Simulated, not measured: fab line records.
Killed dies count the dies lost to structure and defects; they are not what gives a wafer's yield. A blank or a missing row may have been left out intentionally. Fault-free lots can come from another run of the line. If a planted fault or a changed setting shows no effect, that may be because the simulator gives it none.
Struck lot and sound lot, side by side | flow sfq-line | 41 out of 325 route steps
Sound: the wafers L238.3, L238.4, L238.6. Struck: wafer L241.5 (L241.3, L241.6, from the same lot, were not struck and are left out); the cause is given at the end.
At each step with rows: each side's tool, then ch and its chambers, then its first start. Under that, the readings that differ: sound wafers | struck wafers | difference of the means | sigmas: that difference in standard deviations of wafers without a fault.
alike: readings with means less than 2 such deviations apart, plus words and numbers identical on both sides. not compared: withheld readings, readings lacking a value on some wafer, bounds such as >300 that could conceal the same value, and numbers that have no deviation in the record and whose values overlap.
A row with sigmas, a row that says differs or no value, or rows on one side alone: a step with any of these is where the two part. Numbers that don't overlap but have no deviation are shown without sigmas and don't part them. A reading missing from all wafers of one side parts the sides only when that side holds two or more wafers.

first, 6 steps without rows for these wafers: SFQ_TRILAYER_I0_VIA_LITHO_COAT_036 (resist thk 62 nm); SFQ_TRILAYER_I0_VIA_LITHO_COAT_031 (resist thk 650 nm); SFQ_TRILAYER_I0_VIA_LITHO_SOFTBAKE_035; SFQ_TRILAYER_I0_VIA_LITHO_EXPOSE_032 (exposes mask I0, target cd 500 nm); SFQ_TRILAYER_I0_VIA_LITHO_PEB_034 (peb time 60 s); SFQ_TRILAYER_I0_VIA_LITHO_DEVELOP_033 (time 60 s).
SFQ_I0_OVL_MEAS_908:
  sound: overlay-02 at day 10 19:25; struck: overlay-02 at day 11 22:55
  alike: I0_OVL
then, 5 steps without rows for these wafers: SFQ_TRILAYER_I0_VIA_BARC_OPEN_VIA_ETCH_046 (etches BARC in O2, target depth 125 nm, time 41.7 s); SFQ_TRILAYER_I0_VIA_ETCH_VIA_ETCH_034 (etches SiO2 in CHF3, stops on Nb, target depth 260 nm); SFQ_TRILAYER_I0_VIA_STRIP_STRIP_035 (strips in O2); SFQ_TRILAYER_I0_VIA_STRIP_SOLV_CLEAN_036 (cleans in NMP, time 600 s); SFQ_TRILAYER_M1_DEP_PRE_CLEAN_038 (time 22.5 s).
SFQ_TRILAYER_M1_DEP_SPUTTER_037: material Nb, target thk 200 nm, time 133.3 s.
  sound: pvd-sputter-06 at day 10 20:24; struck: pvd-sputter-06 at day 11 23:54
  reading                                             | sound             | struck | difference | sigmas
  throttle-valve-pct (%)                              | 29.3 31.0 31.1    | 28.0   | -2.5       | -2
  model.Nb_of_TRILAYER_M1_DEP_SPUTTER_037.thk-nm (nm) | 197.1 201.8 201.1 | 345.1  | +145.1     |
SFQ_M1_RS_MEAS_909: measurement is done with a four-point probe.
  sound: film-metro-02 at day 10 20:32; struck: film-metro-02 at day 12 00:19
  reading           | sound             | struck | difference | sigmas
  M1_NB_RS (ohm/sq) | 0.899 0.881 0.883 | 0.513  | -0.375     | -29
  not compared: hold
then, 5 steps without rows for these wafers: SFQ_TRILAYER_M1_LITHO_COAT_039 (resist thk 600 nm); SFQ_TRILAYER_M1_LITHO_SOFTBAKE_043; SFQ_TRILAYER_M1_LITHO_EXPOSE_040 (exposes mask M1, target cd 500 nm); SFQ_TRILAYER_M1_LITHO_PEB_042 (peb time 60 s); SFQ_TRILAYER_M1_LITHO_DEVELOP_041 (time 60 s).
-- the record jumps here: 2 days lie between the struck wafers' starts before and after --
SFQ_M1_OVL_MEAS_911:
  sound: overlay-01 at day 13 06:50; struck: overlay-01 at day 14 10:26
  alike: M1_OVL
SFQ_TRILAYER_M1_BARC_OPEN_METAL_ETCH_054: etches BARC in O2, target depth 125 nm, time 41.7 s.
  sound on rie-metal-04 ch 0, day 13 06:53; struck on rie-metal-01 ch 1, day 14 10:28
  alike: drypump-motor-current-A, oes-product-au
  not compared: rf-hours-counter-h
SFQ_TRILAYER_M1_ETCH_METAL_ETCH_042: etches Nb in Cl2/Ar, stops on SiO2, target depth 240 nm, time 120 s.
  sound on rie-metal-04 ch 0, day 13 07:03; struck on rie-metal-01 ch 1, day 14 10:33
  reading               | sound             | struck | difference | sigmas
  oes-product-au (a.u.) | 0.881 0.897 0.891 | 1.020  | +0.130     | +16
  alike: drypump-motor-current-A
  not compared: rf-hours-counter-h
SFQ_TRILAYER_M1_STRIP_STRIP_043: strips in O2.
  sound on rie-metal-04 ch 0, day 13 07:37; struck on rie-metal-01 ch 1, day 14 10:50
  reading               | sound             | struck | difference | sigmas
  oes-product-au (a.u.) | 1.013 1.005 1.007 | 1.033  | +0.025     | +2
  alike: drypump-motor-current-A
  not compared: rf-hours-counter-h
then, 1 step without rows for these wafers: SFQ_TRILAYER_M1_STRIP_SOLV_CLEAN_044 (cleans in NMP, time 600 s).
SFQ_TRILAYER_I1_DEP_PECVD_045: deposits SiO2 from SiH4/N2O, time 111.11 s, target thk 500 nm.
  sound on pecvd-04 ch 0,1, day 13 08:38; struck on pecvd-01 ch 2, day 14 11:35
  alike: heater-power-w, throttle-valve-pct
then, 1 step without rows for these wafers: SFQ_TRILAYER_I1_CMP_CMP_046 (polishes SiO2).
SFQ_I1_BOW_MEAS_912:
  sound: film-metro-03 at day 13 18:01; struck: film-metro-04 at day 14 18:01
  reading     | sound  | struck | difference | sigmas
  I1_BOW (um) | 2 3 15 | -11    | -18        | -2
then, 7 steps without rows for these wafers: SFQ_TRILAYER_I1_METRO_MEASURE_047; SFQ_TRILAYER_I1_VIA_LITHO_COAT_054 (resist thk 62 nm); SFQ_TRILAYER_I1_VIA_LITHO_COAT_049 (resist thk 650 nm); SFQ_TRILAYER_I1_VIA_LITHO_SOFTBAKE_053; SFQ_TRILAYER_I1_VIA_LITHO_EXPOSE_050 (exposes mask I1, target cd 500 nm); SFQ_TRILAYER_I1_VIA_LITHO_PEB_052 (peb time 60 s); SFQ_TRILAYER_I1_VIA_LITHO_DEVELOP_051 (time 60 s).
-- the record jumps here: 3 days lie between the struck wafers' starts before and after --
SFQ_I1_OVL_MEAS_913:
  sound: overlay-01 at day 16 06:50; struck: overlay-02 at day 17 08:27
  alike: I1_OVL
SFQ_TRILAYER_I1_VIA_BARC_OPEN_VIA_ETCH_071: etches BARC in O2, target depth 125 nm, time 41.7 s.
  sound on rie-diel-04 ch 0,2, day 16 06:51; struck on rie-diel-03 ch 1, day 17 08:28
  alike: drypump-motor-current-A, oes-product-au
  not compared: rf-hours-counter-h
SFQ_TRILAYER_I1_VIA_ETCH_VIA_ETCH_052: etches SiO2 in CHF3, stops on Nb, target depth 260 nm.
  sound on rie-diel-04 ch 0,2, day 16 06:53; struck on rie-diel-03 ch 1, day 17 08:31
  alike: drypump-motor-current-A, oes-product-au
then, 3 steps without rows for these wafers: SFQ_TRILAYER_I1_VIA_STRIP_STRIP_053 (strips in O2); SFQ_TRILAYER_I1_VIA_STRIP_SOLV_CLEAN_054 (cleans in NMP, time 600 s); SFQ_TRILAYER_M2_DEP_PRE_CLEAN_056 (time 22.5 s).
-- the record jumps here: 61 days lie between the struck wafers' starts before and after --
SFQ_M8_BOW_MEAS_951:
  sound: film-metro-03 at day 77 09:50; struck: film-metro-01 at day 78 07:04
  reading                       | sound                | struck | difference | sigmas
  model.etest.m1.comb-log10-ohm | 12 12 12             | 0      | -12        |
  model.etest.m1.ohm-sq         | 0.9023 0.8811 0.8842 | 0.5153 | -0.3739    |
  alike: M8_BOW

## WHERE THEY PART
First at SFQ_TRILAYER_M1_DEP_SPUTTER_037; last, within this record, at SFQ_I1_BOW_MEAS_912. Later steps at which nothing parts them and some readings are alike: SFQ_I1_OVL_MEAS_913, SFQ_TRILAYER_I1_VIA_BARC_OPEN_VIA_ETCH_071, SFQ_TRILAYER_I1_VIA_ETCH_VIA_ETCH_052, SFQ_M8_BOW_MEAS_951.

WHY: what the simulator had put in
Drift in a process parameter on pvd-sputter-06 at SFQ_TRILAYER_M1_DEP_SPUTTER_037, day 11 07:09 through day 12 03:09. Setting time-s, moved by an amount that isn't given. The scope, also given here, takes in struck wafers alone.
